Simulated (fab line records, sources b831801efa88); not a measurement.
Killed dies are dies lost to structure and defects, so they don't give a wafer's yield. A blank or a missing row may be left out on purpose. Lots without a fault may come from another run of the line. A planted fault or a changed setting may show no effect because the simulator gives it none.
Which tool did it? | flow gf180mcu | 12 lots, 35 wafers sampled, at 6 steps of a route of 602

WHAT THE GAUGES READ, wafer by wafer
GF_CONTACT_CD_MEAS_14: target cd 220 nm.
lot  | measured     | on        | cd_nm (nm)
L504 | day 16 01:35 | cd_sem-01 | 217.9 219.0 218.8
L506 | day 16 18:05 | cd_sem-01 | 217.1 217.9 218.7
L507 | day 17 06:04 | cd_sem-01 | 220.5 220.3 219.4
L508 | day 17 13:02 | cd_sem-01 | 216.7 215.3 216.8
L509 | day 17 22:29 | cd_sem-02 | 218.0 216.4 217.0
L510 | day 18 05:52 | cd_sem-01 | 222.8 222.4 223.9
L511 | day 18 16:09 | cd_sem-02 | 219.0 220.6 219.9
L512 | day 19 02:23 | cd_sem-02 | 219.9 219.9 218.3
L513 | day 19 16:52 | cd_sem-01 | 219.5 219.0 220.3
L514 | day 20 02:53 | cd_sem-02 | 221.8 223.0 222.9
L521 | day 22 07:13 | cd_sem-01 | 217.5 218.0
L525 | day 23 13:46 | cd_sem-01 | 221.4 218.9 219.9

GF_M1_RS_MEAS_05: measures by four-point-probe.
lot  | measured     | on            | M1_ALCU_RS (ohm/sq)
L504 | day 16 03:07 | film_metro-02 | 0.0697 0.0692 0.0692
L506 | day 16 19:37 | film_metro-01 | 0.0710 0.0695 0.0700
L507 | day 17 07:35 | film_metro-01 | 0.0696 0.0711 0.0695
L508 | day 17 14:34 | film_metro-03 | 0.0698 0.0702 0.0708
L509 | day 18 00:27 | film_metro-03 | 0.0702 0.0690 0.0706
L510 | day 18 07:23 | film_metro-01 | 0.0702 0.0699 0.0696
L511 | day 18 17:47 | film_metro-02 | 0.0692 0.0685 0.0693
L512 | day 19 04:00 | film_metro-01 | 0.0702 0.0691 0.0702
L513 | day 19 18:25 | film_metro-02 | 0.0690 0.0702 0.0695
L514 | day 20 04:25 | film_metro-03 | 0.0689 0.0679 0.0692
L521 | day 22 08:50 | film_metro-02 | 0.0878 0.0682
L525 | day 23 15:19 | film_metro-01 | 0.0702 0.0696 0.0693

GF_M1_THK_MEAS_06: measures by xrf.
lot  | measured     | on            | M1_ALCU_THK (nm)
L504 | day 16 03:13 | film_metro-02 | 448 452 454
L506 | day 16 19:44 | film_metro-01 | 439 447 443
L507 | day 17 07:41 | film_metro-01 | 447 439 449
L508 | day 17 14:40 | film_metro-03 | 450 449 441
L509 | day 18 00:34 | film_metro-03 | 445 453 442
L510 | day 18 07:30 | film_metro-01 | 440 443 447
L511 | day 18 17:52 | film_metro-02 | 452 459 450
L512 | day 19 04:07 | film_metro-01 | 439 445 439
L513 | day 19 18:32 | film_metro-02 | 455 447 450
L514 | day 20 04:32 | film_metro-03 | 454 460 451
L521 | day 22 08:56 | film_metro-02 | 358 461
L525 | day 23 15:26 | film_metro-01 | 444 445 448

GF_M1_OVL_MEAS_15.
lot  | measured     | on         | M1_OVL (nm)
L504 | day 17 01:23 | overlay-02 | 12 1 1
L506 | day 17 18:27 | overlay-02 | -4 1 -2
L507 | day 18 06:43 | overlay-02 | 6 5 8
L508 | day 18 14:26 | overlay-02 | 6 0 -3
L509 | day 19 00:53 | overlay-01 | 6 5 3
L510 | day 19 07:53 | overlay-01 | 4 8 -1
L511 | day 19 18:30 | overlay-01 | -1 -3 -1
L512 | day 20 04:12 | overlay-01 | 9 7 8
L513 | day 20 18:38 | overlay-01 | 4 -6 -3
L514 | day 21 04:15 | overlay-01 | 8 13 10
L521 | day 23 07:50 | overlay-01 | -5 2
L525 | day 24 13:56 | overlay-02 | -4 0 -4

WHICH TOOL RAN EACH LOT (tool, then ch and the chambers of the sampled wafers, then the start)
lot  | GF_M1_SPUTTER_00             | GF_M1_SPUTTER_02
L504 | pvd_sputter-04, day 16 02:52 | pvd_sputter-04, day 16 03:00
L506 | pvd_sputter-03, day 16 19:22 | pvd_sputter-03, day 16 19:31
L507 | pvd_sputter-01, day 17 07:20 | pvd_sputter-01, day 17 07:28
L508 | pvd_sputter-04, day 17 14:19 | pvd_sputter-04, day 17 14:27
L509 | pvd_sputter-04, day 18 00:14 | pvd_sputter-04, day 18 00:22
L510 | pvd_sputter-03, day 18 07:10 | pvd_sputter-03, day 18 07:17
L511 | pvd_sputter-01, day 18 17:30 | pvd_sputter-01, day 18 17:38
L512 | pvd_sputter-01, day 19 03:46 | pvd_sputter-01, day 19 03:53
L513 | pvd_sputter-04, day 19 18:11 | pvd_sputter-04, day 19 18:19
L514 | pvd_sputter-04, day 20 04:11 | pvd_sputter-04, day 20 04:19
L521 | pvd_sputter-01, day 22 08:33 | pvd_sputter-01, day 22 08:41
L525 | pvd_sputter-04, day 23 15:06 | pvd_sputter-04, day 23 15:14
- GF_M1_SPUTTER_00: material Ti, target thk 37.5 nm, time 150 s.
- GF_M1_SPUTTER_02: material AlCu, target thk 450 nm, time 23.9 s.

WHAT THE TOOLS THEMSELVES READ (means of the sampled wafers that have a number; where no wafer has one, the mark that the record gives instead)
GF_M1_SPUTTER_00.
lot  | tool           | cathode_dc_power_W (W) | throttle_valve_pct (%)
L504 | pvd_sputter-04 | 3999.8                 | 30.2
L506 | pvd_sputter-03 | 3999.9                 | 29.4
L507 | pvd_sputter-01 | 4000.0                 | 30.5
L508 | pvd_sputter-04 | 4000.0                 | 30.4
L509 | pvd_sputter-04 | 3999.6                 | 30.2
L510 | pvd_sputter-03 | 4000.3                 | 28.9
L511 | pvd_sputter-01 | 3999.9                 | 30.4
L512 | pvd_sputter-01 | 3999.3                 | 30.6
L513 | pvd_sputter-04 | 3999.9                 | 30.8
L514 | pvd_sputter-04 | 4000.1                 | 30.9
L521 | pvd_sputter-01 | 3999.5                 | 30.8
L525 | pvd_sputter-04 | 4000.3                 | 30.7

GF_M1_SPUTTER_02.
lot  | tool           | cathode_dc_power_W (W) | throttle_valve_pct (%)
L504 | pvd_sputter-04 | 10600                  | 30.4
L506 | pvd_sputter-03 | 10599                  | 29.4
L507 | pvd_sputter-01 | 10599                  | 30.6
L508 | pvd_sputter-04 | 10601                  | 30.3
L509 | pvd_sputter-04 | 10600                  | 30.3
L510 | pvd_sputter-03 | 10602                  | 28.8
L511 | pvd_sputter-01 | 10600                  | 30.5
L512 | pvd_sputter-01 | 10601                  | 30.5
L513 | pvd_sputter-04 | 10599                  | 30.7
L514 | pvd_sputter-04 | 10599                  | 30.7
L521 | pvd_sputter-01 | 10600                  | 30.6
L525 | pvd_sputter-04 | 10601                  | 30.6

THE ANSWER, worked out from the rows above alone
Rule: what is usual is taken from the lots themselves. Put in order of their means at a reading, lots are off if they are a third of the lots or fewer, leave a main group of 4 or more, and stand apart from it by a gap of 3 or more times the standard deviation of the main group's means; of several such gaps the widest counts. A main group whose means are all the same, to the digits that the tables above print for the reading, isn't used. A lot without any number at a reading at which 4 lots or more have one is off too. The other lots that the step has rows for count as sound. The gauges are gone through in route order, then the tools' own readings, and for those a lot's mean is taken as printed above. The first step at which some lot is off is used, and at that step the reading that is off furthest; a lot without a number counts as furthest.
Off: L521, at GF_M1_RS_MEAS_05 (M1_ALCU_RS). The main group: mean 0.0697 ohm/sq, standard deviation 0.00047.
A tool fits if, at a process step before that reading, it ran every lot that is off, and no sound lot after the first of them. The gauges at GF_M1_RS_MEAS_05 are tried like those tools. Can't be told from this: 2 tools fit, pvd_sputter-01 at GF_M1_SPUTTER_00 and GF_M1_SPUTTER_02, film_metro-02 at GF_M1_RS_MEAS_05.

WHAT THE SIMULATOR HAD PUT IN
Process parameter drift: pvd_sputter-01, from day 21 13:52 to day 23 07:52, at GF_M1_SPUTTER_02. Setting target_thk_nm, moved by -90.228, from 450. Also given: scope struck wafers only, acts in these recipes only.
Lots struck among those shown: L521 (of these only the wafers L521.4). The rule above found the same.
